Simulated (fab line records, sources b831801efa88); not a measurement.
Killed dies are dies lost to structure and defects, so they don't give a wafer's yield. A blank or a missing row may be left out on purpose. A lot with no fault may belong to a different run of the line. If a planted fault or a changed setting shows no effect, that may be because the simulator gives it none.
fab line records | flow sky130
record: lots: 24 wafers: 72 last_day: 50
route steps=708 shown METAL1@451 VIA1@470 METAL2@486 VIA2@531 METAL3@533
lots that met no fault: taken from a fault-free run of the same line
start_h: hours from the record's first day to the start of the lot's first wafer shown | wait_h: time in hours since the lot's previous step | " repeats the value in the row above | L1.1+2: one row covering several wafers at once | - no value present, or no start provided | * or withheld: withheld | < > ~ a bound
route shown NAME@n: names a module that has steps shown in the file, with the first one's number in the route | usual: mean and standard deviation over wafers with no fault | same: alike in all rows | chamber/n: place in a boat | sites: readings site by site | _std_site: standard deviation of those values | _edge_site: mean of outer sites minus mean of inner sites | radius_mm: how far each site lies from the wafer's centre | mask NAME#n: copy n | behind: tool/chamber where the wafer was last shaped | hold: cause of the lot's hold/its duration in hours/its outcome | device: whichever transistor did not switch (one of n, p or np) | end of line: the same wafers' tests at the end of the route | where a step has no rows: the recipe by itself | killed: dies that structure and defects cost at the first sort, which is not the same as the wafer's yield | map: shows each die of a wafer: x if killed, . if not, _ if none is there
set.NAME: the run value of the setting; set.NAME@STEP: its run value at that earlier step | model.NAME: the simulator's own value behind a step, which no gauge read
the route's steps for a sample of lots (tables are steps, rows are wafers)
services: when a tool's chamber went out of use (start_h, in hours from the record's first day, below 0 if earlier), for how many hours, and the reason
== steps ==
step: SKY_METAL1_DESCUM_17
recipe: chemistry: O2 source_power_w: 150 bias_power_w: 0 pressure_mtorr: 10 temp_c: 40 time_s: 8
usual: drypump_motor_current_A: 5.8/0.67 oes_product_au: 1.001/0.015 temp_c: 40.00/0.12
columns lot.wafer tool chamber start_h wait_h drypump_motor_current_A oes_product_au rf_hours_counter_h temp_c
L074.2 rie_metal-01 1 761.84 0.0 4.8 0.976 5 39.88
L074.3 " 0 " " 6.8 0.991 - 39.91
L074.6 " 1 " " 4.7 0.987 - 40.16
L075.1 rie_metal-03 1 762.72 0.0 6.0 1.000 14 40.04
L075.3 " 1 " " 6.0 1.008 - 40.00
L075.4 " 0 " " 6.0 1.025 - 39.92
L076.1 rie_metal-01 0 765.19 0.0 6.8 0.996 0 39.93
L076.2 " 1 " " 4.8 0.965 5 39.89
L076.5 " 0 " " 6.8 0.996 - 40.02
L077.3 rie_metal-04 1 788.15 0.0 4.8 1.006 - 39.94
L077.4 " 0 " " 6.0 0.985 - 40.19
L077.5 " 0 " " 6.0 0.994 - 40.05
L079.1 rie_metal-03 0 802.39 0.0 6.0 1.015 11 39.96
L079.2 " 0 " " 6.0 1.012 - 40.02
L079.5 " 0 " " 6.0 1.015 - 39.94
L078.1 rie_metal-01 0 803.44 0.0 6.8 1.001 1 40.18
L078.2 " 1 " " 4.7 0.998 6 40.03
L078.5 " 0 " " 6.8 1.003 - 40.22
L082.1 rie_metal-01 0 863.92 0.0 6.8 0.998 4 40.12
L082.2 " 1 " " 4.8 0.998 8 39.95
L082.5 " 0 " " 6.8 0.998 - 40.08
L084.3 rie_metal-04 0 864.98 0.0 6.0 0.990 - 40.11
L084.4 " 1 " " 4.8 0.994 - 40.23
L084.6 " 1 " " 4.8 0.998 - 40.06
L080.1 rie_metal-03 1 865.24 0.0 6.0 1.029 2 39.92
L080.4 " 1 " " 6.0 1.013 - 39.88
L080.6 " 0 " " 6.0 1.018 - 40.10
L081.1 rie_metal-01 0 868.34 0.0 6.8 1.011 4 40.10
L081.2 " 1 " " 4.8 0.984 9 39.97
L081.4 " 0 " " 6.8 0.987 - 40.04
L085.3 rie_metal-04 1 868.78 0.0 4.8 1.001 - 39.79
L085.5 " 0 " " 5.9 0.986 - 40.07
L085.6 " 1 " " 4.8 0.999 - 39.88
L087.2 rie_metal-01 1 869.12 0.0 4.7 0.994 9 39.79
L087.5 " 1 " " 4.8 0.980 - 39.86
L087.6 " 0 " " 6.8 0.997 - 40.05
L086.1 rie_metal-04 0 869.74 0.0 6.0 0.982 5 40.19
L086.2 " 1 " " 4.8 0.987 16 40.16
L086.3 " 0 " " 6.0 0.983 - 39.96
L083.1 rie_metal-03 0 870.07 0.0 6.0 1.013 14 39.99
L083.3 " 1 " " 6.1 1.016 - 39.89
L083.5 " 0 " " 6.0 1.016 - 39.88
L088.1 rie_metal-01 0 870.39 0.0 6.8 1.001 4 39.85
L088.2 " 1 " " 4.8 0.989 9 40.11
L088.4 " 1 " " 4.8 0.987 - 40.06
L089.1 rie_metal-04 0 870.77 0.0 6.0 0.989 5 39.86
L089.2 " 1 " " 4.8 1.010 16 39.77
L089.4 " 1 " " 4.8 1.009 - 39.84
L090.2 rie_metal-03 1 884.84 0.0 6.0 1.022 3 40.04
L090.4 " 0 " " 6.0 1.012 - 40.02
L090.6 " 1 " " 6.0 1.014 - 40.07
L091.1 rie_metal-03 1 886.12 0.0 6.1 1.024 3 39.91
L091.3 " 1 " " 6.1 1.028 - 40.10
L091.5 " 0 " " 6.0 1.019 - 40.14
L092.2 rie_metal-03 0 890.37 0.0 6.0 1.027 15 40.11
L092.4 " 0 " " 6.0 1.010 - 39.90
L092.5 " 1 " " 6.0 1.021 - 40.11
L093.1 rie_metal-03 1 903.52 0.0 6.1 1.006 5 39.89
L093.2 " 0 " " 6.0 1.020 16 39.97
L093.3 " 0 " " 6.0 1.011 - 39.97
L094.2 rie_metal-03 0 904.47 0.0 6.0 1.017 17 39.86
L094.4 " 0 " " 6.0 1.014 - 39.89
L094.5 " 0 " " 6.0 1.021 - 39.92
L095.1 rie_metal-04 1 910.47 0.0 4.8 0.988 16 39.86
L095.3 " 1 " " 4.8 1.002 - 39.96
L095.5 " 1 " " 4.8 0.995 - 40.17
L096.1 rie_metal-04 0 947.79 0.0 5.9 0.988 7 39.94
L096.3 " 0 " " 6.0 0.981 - 39.95
L096.5 " 0 " " 6.0 0.976 - 39.99
L097.1 rie_metal-03 0 947.97 0.0 6.0 1.025 19 40.01
L097.3 " 1 " " 6.0 1.011 - 40.02
L097.4 " 0 " " 6.0 1.015 - 40.09
step: SKY_VIA1_CD_MEAS_12
recipe: target_cd_nm: 150
usual: cd_nm: 149.5/1.8
columns lot.wafer tool chamber start_h wait_h cd_nm
L074.2 cd_sem-02 - 789.12 - 152.0
L074.3 " - " " 151.1
L074.6 " - " " 152.2
L075.1 cd_sem-01 - 790.99 - 149.5
L075.3 " - " " 149.2
L075.4 " - " " 149.4
L076.1 cd_sem-01 - 793.32 - 149.2
L076.2 " - " " 149.2
L076.5 " - " " 149.9
L077.3 cd_sem-02 - 815.59 - 149.8
L077.4 " - " " 148.1
L077.5 " - " " 149.5
L079.1 cd_sem-01 - 829.97 - 149.0
L079.2 " - " " 149.2
L079.5 " - " " 149.3
L078.1 cd_sem-01 - 831.44 - 149.2
L078.2 " - " " 149.1
L078.5 " - " " 149.7
L082.1 cd_sem-01 - 891.57 - 148.1
L082.2 " - " " 149.2
L082.5 " - " " 149.4
L080.1 cd_sem-01 - 892.35 - 148.3
L080.4 " - " " 148.8
L080.6 " - " " 148.8
L084.3 cd_sem-02 - 892.98 - 151.3
L084.4 " - " " 151.8
L084.6 " - " " 151.6
L081.1 cd_sem-01 - 895.77 - 148.2
L081.2 " - " " 149.4
L081.4 " - " " 148.7
L085.3 cd_sem-02 - 896.14 - 149.2
L085.5 " - " " 149.7
L085.6 " - " " 147.5
L087.2 cd_sem-01 - 896.47 - 149.0
L087.5 " - " " 150.7
L087.6 " - " " 148.8
L083.1 cd_sem-01 - 896.80 - 147.9
L083.3 " - " " 148.5
L083.5 " - " " 146.7
L086.1 cd_sem-01 - 897.09 - 152.1
L086.2 " - " " 153.0
L086.3 " - " " 153.7
L088.1 cd_sem-02 - 897.44 - 150.4
L088.2 " - " " 152.4
L088.4 " - " " 150.2
L089.1 cd_sem-02 - 897.92 - 146.7
L089.2 " - " " 148.3
L089.4 " - " " 144.5
L090.2 cd_sem-02 - 912.34 - 149.3
L090.4 " - " " 149.1
L090.6 " - " " 147.7
L091.1 cd_sem-02 - 913.82 - 152.7
L091.3 " - " " 153.8
L091.5 " - " " 152.7
L092.2 cd_sem-01 - 917.25 - 145.4
L092.4 " - " " 149.1
L092.5 " - " " 149.5
L093.1 cd_sem-01 - 929.95 - 150.2
L093.2 " - " " 151.1
L093.3 " - " " 149.4
L094.2 cd_sem-01 - 931.34 - 150.2
L094.4 " - " " 147.5
L094.5 " - " " 149.4
L095.1 cd_sem-01 - 936.80 - 150.9
L095.3 " - " " 149.7
L095.5 " - " " 150.4
L096.1 cd_sem-01 - 972.89 - 146.2
L096.3 " - " " 148.6
L096.5 " - " " 146.8
L097.1 cd_sem-01 - 973.32 - 147.5
L097.3 " - " " 148.1
L097.4 " - " " 146.8
step: SKY_METAL2_SPUTTER_03
recipe: material: Ti target_thk_nm: 5 power_w: 3000 time_s: 3.3 chamber_pressure_pa: 0.4
usual: throttle_valve_pct: 30.1/1
columns lot.wafer tool chamber start_h wait_h throttle_valve_pct
L074.2 pvd_sputter-02 - 790.77 0.0 28.9
L074.3 " - " " 29.4
L074.6 " - " " 28.0
L075.1 pvd_sputter-04 - 792.53 0.0 29.4
L075.3 " - " " 30.6
L075.4 " - " " 31.5
L076.1 pvd_sputter-03 - 795.20 0.0 30.4
L076.2 " - " " 32.3
L076.5 " - " " 29.1
L077.3 pvd_sputter-04 - 817.10 0.0 30.6
L077.4 " - " " 31.2
L077.5 " - " " 30.9
L079.1 pvd_sputter-04 - 831.94 0.0 31.6
L079.2 " - " " 29.6
L079.5 " - " " 30.2
L078.1 pvd_sputter-03 - 833.18 0.0 31.0
L078.2 " - " " 30.8
L078.5 " - " " 30.8
L082.1 pvd_sputter-04 - 893.14 0.0 29.6
L082.2 " - " " 30.9
L082.5 " - " " 30.7
L080.1 pvd_sputter-04 - 893.93 0.0 30.8
L080.4 " - " " 30.2
L080.6 " - " " 31.1
L084.3 pvd_sputter-02 - 894.60 0.0 28.8
L084.4 " - " " 28.2
L084.6 " - " " 29.6
L081.1 pvd_sputter-04 - 897.31 0.0 29.9
L081.2 " - " " 30.8
L081.4 " - " " 29.8
L085.3 pvd_sputter-02 - 897.68 0.0 29.4
L085.5 " - " " 29.5
L085.6 " - " " 28.9
L087.2 pvd_sputter-04 - 898.01 0.0 30.2
L087.5 " - " " 30.6
L087.6 " - " " 31.1
L083.1 pvd_sputter-02 - 898.35 0.0 29.4
L083.3 " - " " 28.9
L083.5 " - " " 29.3
L086.1 pvd_sputter-03 - 898.64 0.0 29.4
L086.2 " - " " 30.8
L086.3 " - " " 32.1
L088.1 pvd_sputter-04 - 898.99 0.0 29.6
L088.2 " - " " 30.0
L088.4 " - " " 31.3
L089.1 pvd_sputter-03 - 899.47 0.0 32.2
L089.2 " - " " 30.8
L089.4 " - " " 30.5
L090.2 pvd_sputter-04 - 913.86 0.0 30.0
L090.4 " - " " 29.6
L090.6 " - " " 30.2
L091.1 pvd_sputter-03 - 915.36 0.0 29.1
L091.3 " - " " 30.7
L091.5 " - " " 32.1
L092.2 pvd_sputter-04 - 918.77 0.0 29.8
L092.4 " - " " 30.9
L092.5 " - " " 29.8
L093.1 pvd_sputter-02 - 931.50 0.0 29.4
L093.2 " - " " 28.7
L093.3 " - " " 29.4
L094.2 pvd_sputter-04 - 932.86 0.0 31.1
L094.4 " - " " 30.1
L094.5 " - " " 31.2
L095.1 pvd_sputter-02 - 938.35 0.0 29.4
L095.3 " - " " 29.4
L095.5 " - " " 29.0
L096.1 pvd_sputter-02 - 974.43 0.0 29.4
L096.3 " - " " 28.1
L096.5 " - " " 28.3
L097.1 pvd_sputter-03 - 974.92 0.0 30.5
L097.3 " - " " 31.0
L097.4 " - " " 29.3
step: SKY_VIA2_CMP_24
recipe: stop_on: SiO2 t_overpolish_s: 20 down_force_psi: 3.5 platen_rpm: 60 target_thk_nm: 0 pad_velocity_m_s: 0.94248
usual: head_pressure_psi: 3.500/0.008 motor_current_A: 10.7/0.66 overpolish_run_s: 20.000/0.01 time_to_endpoint_s: 100/3.4
columns lot.wafer tool chamber start_h wait_h head_pressure_psi motor_current_A overpolish_run_s time_to_endpoint_s
L074.2 cmp-02 3 845.35 0.1 3.496 10.3 20.002 96
L074.3 " 0 " " 3.500 11.7 19.990 93
L074.6 " 3 " " 3.508 10.6 20.007 95
L075.4 cmp-01 3 847.44 0.0 3.496 11.3 19.986 102
L075.3 " 1 " " 3.501 12.2 20.019 101
L075.1 " 2 " " 3.481 10.3 19.995 99
L076.1 cmp-02 0 849.84 0.1 3.504 11.4 20.009 99
L076.2 " 1 " " 3.511 10.9 20.009 96
L076.5 " 3 " " 3.508 10.5 19.999 102
L077.4 cmp-02 3 871.65 0.0 3.502 10.4 19.994 101
L077.3 " 2 " " 3.488 9.3 20.019 99
L077.5 " 3 " " 3.504 10.3 20.011 97
L079.2 cmp-01 0 886.85 0.0 3.496 10.2 19.988 103
L079.1 " 2 " " 3.502 10.5 19.993 99
L079.5 " 0 " " 3.488 11.0 20.004 103
L078.2 cmp-01 1 889.08 0.1 3.493 12.0 19.981 105
L078.1 " 3 " " 3.490 11.3 19.990 102
L078.5 " 0 " " 3.509 10.7 20.011 101
L082.1 cmp-01 1 947.14 0.1 3.493 11.7 20.006 99
L082.2 " 2 " " 3.499 9.6 20.009 98
L082.5 " 3 " " 3.509 11.2 20.013 99
L080.4 cmp-02 2 947.60 0.1 3.493 9.5 20.002 96
L080.1 " 3 " " 3.514 10.7 20.009 98
L080.6 " 2 " " 3.496 9.3 20.006 99
L084.3 cmp-02 2 948.58 0.1 3.513 9.3 20.000 103
L084.4 " 3 " " 3.510 10.5 20.004 101
L084.6 " 2 " " 3.505 9.8 19.993 103
L081.2 cmp-01 1 950.10 0.0 3.522 11.5 19.997 101
L081.1 " 2 " " 3.505 10.0 20.005 97
L081.4 " 3 " " 3.504 10.9 19.986 104
L085.3 cmp-01 1 951.17 0.3 3.499 11.8 20.001 101
L085.5 " 3 " " 3.497 11.1 20.010 102
L085.6 " 0 " " 3.501 10.7 19.993 105
L083.3 cmp-01 2 952.02 0.5 3.480 10.1 19.982 102
L083.1 " 3 " " 3.503 10.7 19.999 100
L083.5 " 2 " " 3.478 10.4 19.988 100
L087.2 cmp-01 0 952.67 1.0 3.509 10.9 20.000 97
L087.5 " 2 " " 3.497 9.9 20.003 93
L087.6 " 3 " " 3.494 11.2 19.996 100
L086.3 cmp-01 0 952.87 1.0 3.491 10.4 20.004 104
L086.1 " 1 " " 3.493 11.8 19.982 106
L086.2 " 3 " " 3.507 10.7 19.993 105
L088.2 cmp-01 0 953.52 0.9 3.499 10.7 20.021 100
L088.1 " 1 " " 3.496 11.0 20.005 100
L088.4 " 2 " " 3.510 10.3 20.002 96
L089.4 cmp-01 0 953.82 0.6 3.481 10.7 20.008 102
L089.1 " 1 " " 3.503 11.0 20.007 104
L089.2 " 2 " " 3.498 10.5 20.001 97
L090.4 cmp-01 1 965.90 0.1 3.504 11.7 19.998 104
L090.2 " 2 " " 3.503 10.4 20.005 100
L090.6 " 0 " " 3.505 10.8 20.015 96
L091.1 cmp-02 3 967.18 0.1 3.503 10.7 20.013 101
L091.3 " 1 " " 3.511 10.9 19.997 97
L091.5 " 3 " " 3.503 10.4 19.984 95
L092.2 cmp-01 3 970.77 0.0 3.513 11.0 20.007 93
L092.4 " 1 " " 3.513 12.0 20.033 98
L092.5 " 0 " " 3.511 10.6 19.984 99
L093.3 cmp-02 3 981.95 0.2 3.508 10.4 19.969 98
L093.1 " 0 " " 3.504 11.2 20.003 94
L093.2 " 1 " " 3.492 10.9 20.007 104
L094.4 cmp-02 2 983.85 0.1 3.505 9.6 19.992 100
L094.2 " 0 " " 3.500 11.2 19.997 101
L094.5 " 2 " " 3.506 9.6 19.999 96
L095.1 cmp-01 3 988.24 0.1 3.509 11.1 19.990 102
L095.3 " 0 " " 3.496 10.0 20.016 101
L095.5 " 0 " " 3.493 10.6 20.003 104
L096.1 cmp-01 0 1024.13 0.1 3.486 10.2 20.003 104
L096.3 " 2 " " 3.495 10.3 20.013 95
L096.5 " 0 " " 3.491 10.3 19.994 99
L097.4 cmp-02 1 1024.20 0.1 3.506 10.0 20.001 105
L097.1 " 3 " " 3.503 10.3 20.007 102
L097.3 " 0 " " 3.492 11.6 19.972 98
step: SKY_METAL3_SPUTTER_01
recipe: material: TiN target_thk_nm: 20 power_w: 6500 time_s: 16.7 chamber_pressure_pa: 0.4
usual: throttle_valve_pct: 30.5/0.88
columns lot.wafer tool chamber start_h wait_h throttle_valve_pct
L074.2 pvd_sputter-01 - 845.62 0.0 30.0
L074.3 " - " " 29.7
L074.6 " - " " 30.1
L075.1 pvd_sputter-01 - 847.76 0.0 29.8
L075.3 " - " " 29.8
L075.4 " - " " 31.9
L076.1 pvd_sputter-03 - 850.11 0.0 30.6
L076.2 " - " " 29.5
L076.5 " - " " 29.1
L077.3 pvd_sputter-03 - 871.98 0.0 31.2
L077.4 " - " " 29.4
L077.5 " - " " 30.9
L079.1 pvd_sputter-04 - 887.17 0.0 31.2
L079.2 " - " " 30.5
L079.5 " - " " 29.6
L078.1 pvd_sputter-01 - 889.36 0.0 29.7
L078.2 " - " " 29.6
L078.5 " - " " 31.8
L082.1 pvd_sputter-01 - 947.36 0.0 30.1
L082.2 " - " " 31.8
L082.5 " - " " 29.7
L080.1 pvd_sputter-04 - 947.87 0.0 29.5
L080.4 " - " " 31.1
L080.6 " - " " 29.9
L084.3 pvd_sputter-04 - 948.85 0.0 31.3
L084.4 " - " " 30.9
L084.6 " - " " 31.2
L081.1 pvd_sputter-04 - 950.42 0.0 29.9
L081.2 " - " " 31.3
L081.4 " - " " 29.7
L085.3 pvd_sputter-03 - 951.39 0.0 30.5
L085.5 " - " " 30.6
L085.6 " - " " 31.2
L083.1 pvd_sputter-01 - 952.29 0.0 29.8
L083.3 " - " " 29.7
L083.5 " - " " 29.8
L087.2 pvd_sputter-04 - 952.89 0.0 29.8
L087.5 " - " " 30.5
L087.6 " - " " 29.6
L086.1 pvd_sputter-01 - 953.19 0.0 31.9
L086.2 " - " " 29.6
L086.3 " - " " 29.9
L088.1 pvd_sputter-03 - 953.79 0.0 30.7
L088.2 " - " " 31.0
L088.4 " - " " 32.2
L089.1 pvd_sputter-04 - 954.09 0.0 30.7
L089.2 " - " " 31.0
L089.4 " - " " 29.6
L090.2 pvd_sputter-04 - 966.12 0.0 29.7
L090.4 " - " " 31.2
L090.6 " - " " 30.1
L091.1 pvd_sputter-03 - 967.51 0.0 29.3
L091.3 " - " " 31.0
L091.5 " - " " 29.3
L092.2 pvd_sputter-03 - 971.09 0.0 31.3
L092.4 " - " " 32.1
L092.5 " - " " 30.7
L093.1 pvd_sputter-03 - 982.23 0.0 30.6
L093.2 " - " " 29.3
L093.3 " - " " 32.1
L094.2 pvd_sputter-03 - 984.12 0.0 31.0
L094.4 " - " " 30.6
L094.5 " - " " 30.3
L095.1 pvd_sputter-03 - 988.56 0.0 31.0
L095.3 " - " " 30.6
L095.5 " - " " 31.0
L096.1 pvd_sputter-01 - 1024.45 0.0 29.6
L096.3 " - " " 29.9
L096.5 " - " " 29.6
L097.1 pvd_sputter-03 - 1024.53 0.0 30.8
L097.3 " - " " 30.5
L097.4 " - " " 30.8
step: SKY_METAL3_STRIP_19
recipe: chemistry: O2/N2 power_w: 1400 pressure_mtorr: 1500 platen_temp_c: withheld o2_flow_sccm: 3000 n2_flow_sccm: 300 overash_fraction: 0.5
usual: drypump_motor_current_A: 5.6/0.46 oes_product_au: 0.502/0.0068 strip_time_to_endpoint_s: 6.54/0.13
columns lot.wafer tool chamber start_h wait_h drypump_motor_current_A oes_product_au rf_hours_counter_h strip_time_to_endpoint_s
L074.2 plasma_asher-01 0 898.75 0.1 5.5 0.500 76 6.41
L074.3 " 0 " " 5.4 0.490 - 6.37
L074.6 " 0 " " 5.5 0.499 - 6.43
L075.1 plasma_asher-02 1 901.16 0.1 4.9 0.493 50 6.29
L075.3 " 1 " " 4.9 0.496 - 6.34
L075.4 " 0 " " 5.5 0.498 - 6.30
L076.1 plasma_asher-04 0 902.45 0.1 5.9 0.495 112 6.34
L076.2 " 1 " " 6.2 0.487 112 6.33
L076.5 " 0 " " 5.9 0.490 - 6.29
L077.3 plasma_asher-04 0 924.78 0.1 5.9 0.507 - 6.70
L077.4 " 1 " " 6.2 0.510 - 6.68
L077.5 " 1 " " 6.2 0.512 - 6.73
L079.1 plasma_asher-01 0 939.25 0.4 5.5 0.514 80 6.76
L079.2 " 1 " " 4.9 0.503 80 6.77
L079.5 " 1 " " 5.0 0.507 - 6.63
L078.1 plasma_asher-04 1 941.67 0.1 6.2 0.498 116 6.32
L078.2 " 0 " " 5.9 0.498 116 6.47
L078.5 " 1 " " 6.2 0.492 - 6.36
L082.1 plasma_asher-01 0 994.24 0.1 5.5 0.501 86 6.44
L082.2 " 1 " " 5.0 0.500 86 6.56
L082.5 " 0 " " 5.5 0.501 - 6.49
L080.1 plasma_asher-04 1 995.39 0.1 6.2 0.502 121 6.55
L080.4 " 1 " " 6.2 0.501 - 6.45
L080.6 " 0 " " 5.9 0.496 - 6.44
L084.3 plasma_asher-02 1 996.90 0.1 4.9 0.507 - 6.45
L084.4 " 0 " " 5.5 0.502 - 6.47
L084.6 " 0 " " 5.5 0.503 - 6.46
L081.1 plasma_asher-04 0 998.42 0.1 5.9 0.511 121 6.65
L081.2 " 1 " " 6.2 0.505 121 6.53
L081.4 " 0 " " 5.8 0.505 - 6.52
L085.3 plasma_asher-01 0 999.52 0.1 5.5 0.499 - 6.44
L085.5 " 0 " " 5.5 0.499 - 6.55
L085.6 " 1 " " 5.0 0.495 - 6.49
L083.1 plasma_asher-02 1 1000.14 0.1 4.9 0.499 60 6.52
L083.3 " 0 " " 5.5 0.494 - 6.32
L083.5 " 0 " " 5.5 0.499 - 6.47
L087.2 plasma_asher-04 1 1000.84 0.1 6.2 0.505 122 6.64
L087.5 " 1 " " 6.2 0.516 - 6.75
L087.6 " 0 " " 5.9 0.506 - 6.72
L086.1 plasma_asher-02 0 1001.17 0.1 5.5 0.504 60 6.70
L086.2 " 1 " " 4.9 0.501 60 6.59
L086.3 " 0 " " 5.5 0.518 - 6.66
L088.1 plasma_asher-01 0 1001.19 0.1 5.5 0.509 86 6.68
L088.2 " 1 " " 5.0 0.502 86 6.46
L088.4 " 1 " " 5.0 0.487 - 6.49
L089.1 plasma_asher-02 1 1002.12 0.1 4.9 0.508 60 6.68
L089.2 " 0 " " 5.5 0.504 60 6.66
L089.4 " 1 " " 4.9 0.507 - 6.60
L090.2 plasma_asher-01 0 1015.19 0.1 5.5 0.513 88 6.70
L090.4 " 1 " " 5.0 0.505 - 6.70
L090.6 " 1 " " 5.0 0.496 - 6.65
L091.1 plasma_asher-04 0 1015.85 0.1 5.9 0.502 123 6.48
L091.3 " 0 " " 5.9 0.504 - 6.51
L091.5 " 1 " " 6.2 0.502 - 6.53
L092.2 plasma_asher-04 1 1018.37 0.1 6.2 0.495 123 6.35
L092.4 " 1 " " 6.2 0.505 - 6.48
L092.5 " 0 " " 5.9 0.503 - 6.44
L093.1 plasma_asher-01 1 1030.17 0.1 5.0 0.513 89 6.65
L093.2 " 0 " " 5.5 0.502 89 6.52
L093.3 " 0 " " 5.6 0.509 - 6.61
L094.2 plasma_asher-02 1 1031.39 0.1 4.9 0.499 63 6.60
L094.4 " 1 " " 4.9 0.506 - 6.62
L094.5 " 1 " " 4.9 0.507 - 6.63
L095.1 plasma_asher-04 1 1036.20 0.1 6.2 0.502 125 6.50
L095.3 " 1 " " 6.2 0.514 - 6.75
L095.5 " 0 " " 5.9 0.500 - 6.52
L096.1 plasma_asher-04 1 1069.22 0.1 6.2 0.499 0 6.43
L096.3 " 1 " " 6.2 0.492 - 6.40
L096.5 " 1 " " 6.2 0.498 - 6.52
L097.1 plasma_asher-02 0 1069.62 0.3 5.5 0.509 67 6.59
L097.3 " 0 " " 5.5 0.506 - 6.64
L097.4 " 1 " " 4.9 0.509 - 6.56
== services ==
columns tool chamber start_h hours kind
cmp-01 - 744.06 4.0 pm
cmp-01 - 778.52 1.0 repair
cmp-01 - 784.29 2.1 repair
cmp-01 - 803.91 3.7 repair
cmp-02 - 805.37 0.3 repair
cmp-01 - 825.16 14.5 repair
cmp-01 - 825.52 4.3 repair
pvd_sputter-03 - 827.79 2.2 repair
plasma_asher-04 - 847.56 7.3 repair
rie_metal-03 - 850.76 2.8 pm
cmp-01 - 867.25 2.5 repair
cmp-02 - 879.76 5.4 pm
pvd_sputter-03 - 884.65 4.8 repair
cmp-02 - 893.88 2.5 repair
plasma_asher-04 - 899.29 0.5 repair
cmp-02 - 906.78 0.3 repair
rie_metal-03 0 909.41 6.1 repair
cmp-02 - 912.17 4.0 pm
cmp-01 - 919.87 3.5 pm
cmp-01 - 931.72 4.6 repair
pvd_sputter-04 - 933.35 0.9 repair
pvd_sputter-04 - 967.48 2.1 repair
plasma_asher-04 - 1055.25 9.0 pm
pvd_sputter-03 - 1061.07 1.1 repair
== key ==
fault none
